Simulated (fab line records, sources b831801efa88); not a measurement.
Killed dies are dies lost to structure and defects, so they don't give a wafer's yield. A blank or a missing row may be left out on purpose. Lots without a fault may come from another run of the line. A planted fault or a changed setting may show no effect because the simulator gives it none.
fab line records | flow gf180mcu | part 1 of 2: steps 1 to 31 of 41
record lots=5 wafers=15 last_day=32
route steps=602 shown M5@538 V5@540 TOP_METAL@567
lots that met no fault: from a run of the same line without faults
start_h: hours from the record's first day to the start of the lot's first wafer shown | wait_h: hours since the lot's step before | " the same as in the row above | L1.1+2: a row that stands for several wafers | - no value, or no start given | * or withheld: withheld | < > ~ a bound
route shown NAME@n: a module of which the file shows steps, and the number in the route of the first | usual: mean/standard deviation of fault-free wafers | same: alike in all rows | chamber/n: place in a boat | sites: the reading at each site | _std_site: their standard deviation | _edge_site: outer sites' mean less inner sites' | radius_mm: how far each site lies from the wafer's centre | mask NAME#n: copy n | behind: the tool/chamber that last shaped the wafer | hold: why the lot was held/for how many hours/how that ended | device: the transistor (n, p or np) that didn't switch | end of line: the same wafers' tests at the end of the route | a step without rows: its recipe alone | killed: dies lost to structure and defects at the first sort, not the wafer's yield | map: a wafer's dies, x killed, . not, _ none there
set.NAME: the setting as run; set.NAME@STEP: as run at that earlier step | model.NAME: the simulator's own value behind a step, which no gauge read
lots at some steps of the route; a table a step, a row a wafer
services: from which hour (start_h, from the record's first day; less than 0 if before it) a tool's chamber was out of use, for how many hours, and why
## steps
# step GF_M5_STRIP_12
# recipe chemistry=post_etch_residue_remover time_s=1200 temp_c=72.5
# columns lot.wafer tool chamber start_h wait_h
L076.3+5+6 wet_bench-02 2 626.62 0.0
L082.1+2+4 wet_bench-03 3 660.75 0.1
L083.1+2+6 wet_bench-04 2 674.90 0.1
L086.3+5+6 wet_bench-02 3 699.27 0.0
L089.2+3+6 wet_bench-02 2 715.53 0.1
# step GF_M5_CLEAN_13
# recipe chemistry=DIW dry=n2_spin
# columns lot.wafer tool chamber start_h wait_h
L076.3+5+6 wet_bench-03 2 626.96 0.0
L082.1+2+4 wet_bench-03 3 661.09 0.0
L083.1+2+6 wet_bench-03 3 675.27 0.0
L086.3+5+6 wet_bench-04 0 699.61 0.0
L089.2+3+6 wet_bench-04 3 715.90 0.0
# step GF_V5_CVD_00
# recipe material=SiO2 target_thk_nm=300 sigma_open_frac=0.3 temp_c=400 time_s=50 sih4_flow_sccm=60 pressure_mtorr=6
# columns lot.wafer tool chamber start_h wait_h
L076.3+5+6 hdpcvd-02 1,0,1 627.05 0.0
L082.1+2+4 hdpcvd-01 0,1,1 661.18 0.0
L083.1+2+6 hdpcvd-02 1,2,2 675.36 0.0
L086.3+5+6 hdpcvd-02 1,1,2 699.70 0.0
L089.2+3+6 hdpcvd-01 2,1,2 715.99 0.0
# step GF_V5_THK_MEAS_01
# recipe reads=SiO2_of_V5_CVD_00
# usual V5_CVD_00_THK=298/3.2
# columns lot.wafer tool chamber start_h wait_h V5_CVD_00_THK[nm]
L076.3 film_metro-03 - 627.12 0.0 296
L076.5 " - " " 298
L076.6 " - " " 294
L082.1 film_metro-03 - 661.23 0.0 299
L082.2 " - " " 299
L082.4 " - " " 301
L083.1 film_metro-03 - 675.41 0.0 296
L083.2 " - " " 296
L083.6 " - " " 298
L086.3 film_metro-03 - 699.76 0.0 299
L086.5 " - " " 302
L086.6 " - " " 306
L089.2 film_metro-03 - 716.05 0.0 294
L089.3 " - " " 295
L089.6 " - " " 298
# step GF_V5_CVD_02
# recipe material=SiO2 target_thk_nm=1450 precursor=TEOS temp_c=400 time_s=163.28 rf_w=600
# usual heater_power_w=641/79
# columns lot.wafer tool chamber start_h wait_h heater_power_w
L076.3 pecvd-02 0 627.16 0.0 591
L076.5 " 0 " " 634
L076.6 " 2 " " 484
L082.1 pecvd-01 2 661.29 0.1 734
L082.2 " 0 " " 593
L082.4 " 2 " " 606
L083.1 pecvd-02 0 675.47 0.1 557
L083.2 " 2 " " 584
L083.6 " 0 " " 628
L086.3 pecvd-04 2 699.80 0.0 580
L086.5 " 1 " " 572
L086.6 " 2 " " 632
L089.2 pecvd-04 0 716.10 0.0 676
L089.3 " 2 " " 645
L089.6 " 1 " " 661
# step GF_V5_THK_MEAS_03
# recipe reads=SiO2_of_V5_CVD_02
# usual V5_CVD_02_THK=1444/21
# columns lot.wafer tool chamber start_h wait_h V5_CVD_02_THK[nm]
L076.3 film_metro-04 - 627.28 0.1 1414
L076.5 " - " " 1446
L076.6 " - " " 1441
L082.1 film_metro-01 - 661.39 0.1 1433
L082.2 " - " " 1460
L082.4 " - " " 1450
L083.1 film_metro-04 - 675.57 0.1 1433
L083.2 " - " " 1442
L083.6 " - " " 1441
L086.3 film_metro-04 - 699.93 0.1 1433
L086.5 " - " " 1461
L086.6 " - " " 1452
L089.2 film_metro-03 - 716.21 0.1 1449
L089.3 " - " " 1444
L089.6 " - " " 1487
# step GF_V5_CMP_04
# recipe material=SiO2 down_force_psi=4 platen_rpm=60 pad_velocity_m_s=0.94248
# usual motor_current_A=13.3/2.3
# columns lot.wafer tool chamber start_h wait_h motor_current_A
L076.3 cmp-02 2 627.42 0.1 16.3
L076.5 " 0 " " 14.2
L076.6 " 1 " " 9.9
L082.1 cmp-01 2 661.45 0.1 11.3
L082.2 " 3 " " 13.1
L082.4 " 1 " " 12.5
L083.1 cmp-02 1 675.84 0.3 9.5
L083.2 " 2 " " 16.4
L083.6 " 0 " " 13.9
L086.3 cmp-02 3 700.26 0.3 14.6
L086.6 " 0 " " 14.3
L086.5 " 1 " " 9.0
L089.2 cmp-02 2 716.26 0.0 15.7
L089.3 " 1 " " 9.2
L089.6 " 3 " " 15.2
# step GF_V5_BOW_MEAS_05
# recipe mode=bow
# usual V5_BOW=133/8.9
# columns lot.wafer tool chamber start_h wait_h V5_BOW[um]
L076.3 film_metro-04 - 627.66 0.2 139
L076.5 " - " " 131
L076.6 " - " " 126
L082.1 film_metro-01 - 661.75 0.2 112
L082.2 " - " " 108
L082.4 " - " " 134
L083.1 film_metro-04 - 676.09 0.2 136
L083.2 " - " " 118
L083.6 " - " " 113
L086.3 film_metro-04 - 700.45 0.1 131
L086.5 " - " " 143
L086.6 " - " " 147
L089.2 film_metro-01 - 716.58 0.3 139
L089.3 " - " " 155
L089.6 " - " " 157
# step GF_V5_DEHYDRATE_06
# recipe temp_c=200 time_s=60
# columns lot.wafer tool chamber start_h wait_h
L076.3+5+6 litho_track-01 0 637.31 9.6
L082.1+2+4 litho_track-03 0 670.28 8.5
L083.1+2+6 litho_track-03 0 684.68 8.6
L086.3+5+6 litho_track-04 0 709.26 8.8
L089.2+3+6 litho_track-04 0 724.93 8.3
# step GF_V5_HMDS_07
# recipe prime_time_s=60 prime_temp_c=120
# columns lot.wafer tool chamber start_h wait_h
L076.3+5+6 litho_track-01 0 637.46 0.1
L082.1+2+4 litho_track-03 0 670.43 0.1
L083.1+2+6 litho_track-03 0 684.83 0.1
L086.3+5+6 litho_track-04 0 709.41 0.1
L089.2+3+6 litho_track-04 0 725.08 0.1
# step GF_V5_COAT_08
# recipe resist=BARC temp_c=withheld time_s=withheld spin_rpm=withheld resist_thk_nm=withheld
# columns lot.wafer tool chamber start_h wait_h
L076.3+5+6 litho_track-01 0 637.61 0.1
L082.1+2+4 litho_track-03 0 670.58 0.1
L083.1+2+6 litho_track-03 0 684.98 0.1
L086.3+5+6 litho_track-04 0 709.56 0.1
L089.2+3+6 litho_track-04 0 725.23 0.1
# step GF_V5_COAT_09
# recipe resist=KrF spin_rpm=withheld resist_thk_nm=1000
# columns lot.wafer tool chamber start_h wait_h
L076.3+5+6 litho_track-01 0 - -
L082.1+2+4 litho_track-03 0 - -
L083.1+2+6 litho_track-03 0 - -
L086.3+5+6 litho_track-04 0 - -
L089.2+3+6 litho_track-04 0 - -
# step GF_V5_SOFTBAKE_10
# recipe temp_c=130 time_s=60 resist=KrF
# columns lot.wafer tool chamber start_h wait_h
L076.3+5+6 litho_track-01 0 - -
L082.1+2+4 litho_track-03 0 - -
L083.1+2+6 litho_track-03 0 - -
L086.3+5+6 litho_track-04 0 - -
L089.2+3+6 litho_track-04 0 - -
# step GF_V5_EXPOSE_11
# recipe mask_id=Via5 target_cd_nm=260 na=0.68 source_shape=conventional sigma_outer=0.6 dose_mj=38
# usual focus_offset_nm=0.0/0.62 stage_vel_mm_s=500.02/0.24
# same sigma_outer=0.6
# columns lot.wafer tool chamber start_h wait_h mask focus_offset_nm stage_vel_mm_s
L076.3 krf_scanner-01 0 - - Via5#0 0.4 500.03
L076.5 " 0 " " Via5#0 0.5 500.11
L076.6 " 0 " " Via5#0 -0.4 500.33
L082.1 krf_scanner-02 0 - - Via5#0 -0.3 499.87
L082.2 " 0 " " Via5#0 0.0 500.27
L082.4 " 0 " " Via5#0 -0.1 499.87
L083.1 krf_scanner-01 0 - - Via5#0 0.0 500.11
L083.2 " 0 " " Via5#0 0.4 499.79
L083.6 " 0 " " Via5#0 -0.3 499.97
L086.3 krf_scanner-02 0 - - Via5#0 0.6 500.20
L086.5 " 0 " " Via5#0 0.9 500.26
L086.6 " 0 " " Via5#0 0.6 500.17
L089.2 krf_scanner-02 0 - - Via5#0 -0.3 500.21
L089.3 " 0 " " Via5#0 0.6 499.72
L089.6 " 0 " " Via5#0 -0.1 500.04
# step GF_V5_PEB_12
# recipe peb_temp_c=135 peb_time_s=90 resist=KrF
# columns lot.wafer tool chamber start_h wait_h
L076.3+5+6 litho_track-01 0 - -
L082.1+2+4 litho_track-01 0 - -
L083.1+2+6 litho_track-04 0 - -
L086.3+5+6 litho_track-03 0 - -
L089.2+3+6 litho_track-03 0 - -
# step GF_V5_DEVELOP_13
# recipe develop_time_s=60 resist=KrF dev_temp_c=21
# columns lot.wafer tool chamber start_h wait_h
L076.3+5+6 litho_track-01 0 647.31 0.1
L082.1+2+4 litho_track-01 0 680.66 0.2
L083.1+2+6 litho_track-04 0 694.36 0.2
L086.3+5+6 litho_track-03 0 718.52 0.1
L089.2+3+6 litho_track-03 0 734.35 0.2
# step GF_V5_CD_MEAS_14
# recipe target_cd_nm=260
# usual cd_nm=260.1/1
# columns lot.wafer tool chamber start_h wait_h cd_nm
L076.3 cd_sem-01 - 647.45 0.1 260.7
L076.5 " - " " 260.1
L076.6 " - " " 261.7
L082.1 cd_sem-02 - 680.81 0.1 261.5
L082.2 " - " " 261.8
L082.4 " - " " 261.8
L083.1 cd_sem-01 - 694.54 0.2 258.8
L083.2 " - " " 258.6
L083.6 " - " " 258.6
L086.3 cd_sem-02 - 718.66 0.1 260.9
L086.5 " - " " 261.2
L086.6 " - " " 260.1
L089.2 cd_sem-02 - 734.49 0.1 259.6
L089.3 " - " " 260.2
L089.6 " - " " 260.0
# step GF_V5_OVL_MEAS_15
# usual V5_OVL=-2/5.9
# columns lot.wafer tool chamber start_h wait_h V5_OVL[nm]
L076.3 overlay-01 - 647.54 0.1 -3
L076.5 " - " " -2
L076.6 " - " " -6
L082.1 overlay-02 - 680.93 0.1 -1
L082.2 " - " " 4
L082.4 " - " " 7
L083.1 overlay-02 - 694.66 0.1 0
L083.2 " - " " -3
L083.6 " - " " -1
L086.3 overlay-02 - 718.76 0.1 -4
L086.5 " - " " -2
L086.6 " - " " -3
L089.2 overlay-02 - 734.60 0.1 -10
L089.3 " - " " -12
L089.6 " - " " -11
# step GF_V5_ETCH_16
# recipe chemistry=N2/H2 target_depth_a=withheld overetch_a=withheld time_s=withheld target=BARC ion_energy_ev=200 source_w=500 bias_w=100 pressure_mtorr=30 n2_flow_sccm=100 h2_flow_sccm=200
# usual drypump_motor_current_A=5.9/0.37 oes_product_au=0.855/0.0048 throttle_valve_pct=13.223/0.0087
# columns lot.wafer tool chamber start_h wait_h drypump_motor_current_A oes_product_au throttle_valve_pct
L076.3 rie_diel-01 0 647.57 0.0 6.3 0.857 13.224
L076.5 " 2 " " 5.6 0.847 13.233
L076.6 " 3 " " 5.7 0.863 13.225
L082.1 rie_diel-03 3 680.97 0.0 6.4 0.848 13.215
L082.2 " 1 " " 5.9 0.864 13.222
L082.4 " 2 " " 6.0 0.855 13.222
L083.1 rie_diel-03 3 694.70 0.0 6.4 0.864 13.229
L083.2 " 1 " " 5.9 0.862 13.217
L083.6 " 3 " " 6.4 0.852 13.216
L086.3 rie_diel-03 0 718.78 0.0 5.3 0.850 13.242
L086.5 " 2 " " 6.0 0.862 13.233
L086.6 " 1 " " 5.9 0.859 13.206
L089.2 rie_diel-01 0 734.63 0.0 6.3 0.852 13.235
L089.3 " 3 " " 5.7 0.848 13.230
L089.6 " 1 " " 6.4 0.850 13.225
# step GF_V5_ETCH_17
# recipe chemistry=C4F8/O2/Ar mask_material=KrF target=SiO2 stop_on=TiN source_w=1500 bias_w=1200 pressure_mtorr=40 c4f8_flow_sccm=withheld O2_flow_sccm=6 Ar_flow_sccm=300 time_s=withheld target_depth_a=8550
# usual oes_product_au=0.860/0.0046
# columns lot.wafer tool chamber start_h wait_h oes_product_au
L076.3 rie_diel-01 0 - - 0.867
L076.5 " 2 " " 0.868
L076.6 " 3 " " 0.864
L082.1 rie_diel-03 3 - - 0.854
L082.2 " 1 " " 0.862
L082.4 " 2 " " 0.853
L083.1 rie_diel-03 3 - - 0.865
L083.2 " 1 " " 0.867
L083.6 " 3 " " 0.864
L086.3 rie_diel-03 0 - - 0.869
L086.5 " 2 " " 0.864
L086.6 " 1 " " 0.857
L089.2 rie_diel-01 0 - - 0.862
L089.3 " 3 " " 0.872
L089.6 " 1 " " 0.861
# step GF_V5_STRIP_18
# recipe chemistry=O2/N2 power_w=1400 pressure_mtorr=1500 platen_temp_c=250 o2_flow_sccm=3000 n2_flow_sccm=300 overash_fraction=0.5
# usual drypump_motor_current_A=5.8/0.55 heater_power_w=318/27 oes_product_au=0.568/0.0057
# columns lot.wafer tool chamber start_h wait_h drypump_motor_current_A heater_power_w oes_product_au rf_hours_counter_h
L076.3 plasma_asher-02 0 647.75 - 4.9 303 0.571 -
L076.5 " 0 " " 4.9 296 0.571 -
L076.6 " 1 " " 6.0 340 0.562 -
L082.1 plasma_asher-04 0 681.12 - 5.3 323 0.571 103
L082.2 " 1 " " 6.1 371 0.563 103
L082.4 " 1 " " 6.1 369 0.571 -
L083.1 plasma_asher-03 0 694.85 - 5.5 300 0.564 60
L083.2 " 1 " " 6.6 300 0.570 60
L083.6 " 1 " " 6.7 296 0.566 -
L086.3 plasma_asher-04 0 718.97 - 5.4 318 0.567 -
L086.5 " 0 " " 5.4 319 0.571 -
L086.6 " 1 " " 6.1 370 0.570 -
L089.2 plasma_asher-02 1 734.78 - 6.0 336 0.563 94
L089.3 " 1 " " 6.0 332 0.570 -
L089.6 " 0 " " 4.9 298 0.567 -
# step GF_V5_STRIP_19
# recipe chemistry=post_etch_residue_remover time_s=1200 temp_c=72.5
# columns lot.wafer tool chamber start_h wait_h
L076.3+5+6 wet_bench-03 3 647.82 0.0
L082.1+2+4 wet_bench-03 0 681.22 0.1
L083.1+2+6 wet_bench-01 2 694.95 0.1
L086.3+5+6 wet_bench-03 2 719.03 0.0
L089.2+3+6 wet_bench-01 0 734.88 0.1
# step GF_V5_CLEAN_20
# recipe chemistry=DIW dry=n2_spin
# columns lot.wafer tool chamber start_h wait_h
L076.3+5+6 wet_bench-02 0 648.16 0.0
L082.1+2+4 wet_bench-02 2 681.56 0.0
L083.1+2+6 wet_bench-02 3 695.29 0.0
L086.3+5+6 wet_bench-02 0 719.41 0.0
L089.2+3+6 wet_bench-01 2 735.26 0.0
# step GF_V5_SPUTTER_21
# recipe material=Ti target_thk_nm=15 chamber_pressure_pa=5 power_w=2500 substrate_temp_c=200 time_s=80.02
# usual throttle_valve_pct=30.1/1.2
# columns lot.wafer tool chamber start_h wait_h throttle_valve_pct
L076.3 pvd_sputter-03 - 648.25 0.0 31.9
L076.5 " - " " 31.9
L076.6 " - " " 30.1
L082.1 pvd_sputter-03 - 681.66 0.0 30.6
L082.2 " - " " 30.5
L082.4 " - " " 31.8
L083.1 pvd_sputter-03 - 695.38 0.0 30.8
L083.2 " - " " 30.5
L083.6 " - " " 30.9
L086.3 pvd_sputter-04 - 719.51 0.0 30.6
L086.5 " - " " 27.6
L086.6 " - " " 30.6
L089.2 pvd_sputter-02 - 735.36 0.0 29.8
L089.3 " - " " 29.3
L089.6 " - " " 28.9
# step GF_V5_SPUTTER_22
# recipe material=TiN target_thk_nm=10 chamber_pressure_pa=5 power_w=4000 time_s=40
# usual throttle_valve_pct=30.1/1.2
# columns lot.wafer tool chamber start_h wait_h throttle_valve_pct
L076.3 pvd_sputter-03 - 648.31 0.0 31.9
L076.5 " - " " 31.8
L076.6 " - " " 30.3
L082.1 pvd_sputter-03 - 681.72 0.0 30.7
L082.2 " - " " 30.3
L082.4 " - " " 31.7
L083.1 pvd_sputter-03 - 695.44 0.0 30.7
L083.2 " - " " 30.3
L083.6 " - " " 31.0
L086.3 pvd_sputter-04 - 719.57 0.0 30.8
L086.5 " - " " 27.8
L086.6 " - " " 30.5
L089.2 pvd_sputter-02 - 735.42 0.0 30.1
L089.3 " - " " 29.3
L089.6 " - " " 28.9
# step GF_V5_CVD_23
# recipe material=W target_thk_nm=350 time_s=104.9 temp_c=400 pressure_torr=40
# usual heater_power_w=920/93
# columns lot.wafer tool chamber start_h wait_h heater_power_w
L076.3 cvd_w-01 0 648.39 0.1 825
L076.5 " 1 " " 990
L076.6 " 0 " " 821
L082.1 cvd_w-02 1 681.76 0.0 829
L082.2 " 0 " " 1038
L082.4 " 0 " " 1003
L083.1 cvd_w-01 1 695.48 0.0 944
L083.2 " 0 " " 838
L083.6 " 1 " " 960
L086.3 cvd_w-02 1 719.64 0.1 856
L086.5 " 1 " " 836
L086.6 " 0 " " 1072
L089.2 cvd_w-01 0 735.46 0.0 853
L089.3 " 0 " " 856
L089.6 " 0 " " 843
# step GF_V5_RS_MEAS_24
# recipe thk_meas_gauge=four-point-probe reads=W_of_V5_CVD_23+TiN_of_V5_SPUTTER_22+Ti_of_V5_SPUTTER_21
# usual V5_W_RS=0.326/0.0037
# columns lot.wafer tool chamber start_h wait_h V5_W_RS[ohm/sq]
L076.3 film_metro-01 - 648.51 0.1 0.325
L076.5 " - " " 0.325
L076.6 " - " " 0.323
L082.1 film_metro-04 - 681.87 0.1 0.324
L082.2 " - " " 0.325
L082.4 " - " " 0.328
L083.1 film_metro-04 - 695.61 0.1 0.327
L083.2 " - " " 0.319
L083.6 " - " " 0.323
L086.3 film_metro-01 - 719.76 0.1 0.331
L086.5 " - " " 0.330
L086.6 " - " " 0.333
L089.2 film_metro-03 - 735.59 0.1 0.321
L089.3 " - " " 0.325
L089.6 " - " " 0.327
# step GF_V5_THK_MEAS_25
# recipe thk_meas_gauge=xrf reads=W_of_V5_CVD_23
# usual V5_W_THK=335/4.3
# columns lot.wafer tool chamber start_h wait_h V5_W_THK[nm]
L076.3 film_metro-01 - 648.61 0.1 337
L076.5 " - " " 334
L076.6 " - " " 339
L082.1 film_metro-04 - 681.99 0.1 338
L082.2 " - " " 336
L082.4 " - " " 335
L083.1 film_metro-04 - 695.73 0.1 334
L083.2 " - " " 343
L083.6 " - " " 339
L086.3 film_metro-01 - 719.86 0.1 330
L086.5 " - " " 333
L086.6 " - " " 331
L089.2 film_metro-03 - 735.70 0.1 342
L089.3 " - " " 337
L089.6 " - " " 335
# step GF_V5_CMP_26
# recipe stop_on=SiO2 down_force_psi=3.5 platen_rpm=60 t_overpolish_s=15 target_thk_nm=0 pad_velocity_m_s=0.94248
# usual motor_current_A=12.2/2.1 overpolish_run_s=14.999/0.009 time_to_endpoint_s=88/5.5
# columns lot.wafer tool chamber start_h wait_h motor_current_A overpolish_run_s time_to_endpoint_s
L076.3 cmp-02 3 648.75 0.1 13.4 15.004 88
L076.6 " 1 " " 8.6 15.005 89
L076.5 " 2 " " 14.6 15.005 94
L082.1 cmp-02 1 682.55 0.5 8.7 15.001 90
L082.2 " 2 " " 15.1 15.000 96
L082.4 " 3 " " 14.1 15.008 93
L083.1 cmp-02 0 696.33 0.6 13.9 15.001 97
L083.2 " 1 " " 8.5 15.001 90
L083.6 " 2 " " 15.4 15.004 93
L086.3 cmp-02 0 720.05 0.2 12.6 15.002 94
L086.6 " 1 " " 8.9 14.991 84
L086.5 " 2 " " 15.0 14.989 93
L089.3 cmp-02 1 737.14 1.4 8.7 14.980 84
L089.2 " 0 " " 13.0 14.979 94
L089.6 " 2 " " 15.2 14.998 91
# step GF_TOP_METAL_SPUTTER_00
# recipe material=Ti target_thk_nm=37.5 arriving_ion_energy_ev=80 substrate_temp_c=200 chamber_pressure_pa=2 power_w=4000 time_s=150
# usual throttle_valve_pct=30.5/0.91
# columns lot.wafer tool chamber start_h wait_h throttle_valve_pct
L076.3 pvd_sputter-02 - 648.95 0.1 30.0
L076.5 " - " " 30.1
L076.6 " - " " 29.2
L082.1 pvd_sputter-01 - 682.80 0.2 30.8
L082.2 " - " " 31.1
L082.4 " - " " 29.0
L083.1 pvd_sputter-02 - 696.53 0.1 31.9
L083.2 " - " " 29.8
L083.6 " - " " 29.3
L086.3 pvd_sputter-01 - 720.20 0.1 30.8
L086.5 " - " " 30.6
L086.6 " - " " 28.7
L089.2 pvd_sputter-03 - 737.44 0.1 32.0
L089.3 " - " " 30.9
L089.6 " - " " 31.7
# step GF_TOP_METAL_SPUTTER_01
# recipe material=TiN target_thk_nm=30 power_w=6500 time_s=25 chamber_pressure_pa=0.4
# usual throttle_valve_pct=30.5/0.92
# columns lot.wafer tool chamber start_h wait_h throttle_valve_pct
L076.3 pvd_sputter-02 - 649.05 0.1 29.9
L076.5 " - " " 30.1
L076.6 " - " " 29.0
L082.1 pvd_sputter-01 - 682.90 0.1 30.8
L082.2 " - " " 31.1
L082.4 " - " " 28.9
L083.1 pvd_sputter-02 - 696.63 0.1 31.7
L083.2 " - " " 29.7
L083.6 " - " " 29.2
L086.3 pvd_sputter-01 - 720.30 0.1 30.8
L086.5 " - " " 31.0
L086.6 " - " " 28.7
L089.2 pvd_sputter-03 - 737.54 0.1 31.9
L089.3 " - " " 31.1
L089.6 " - " " 31.7
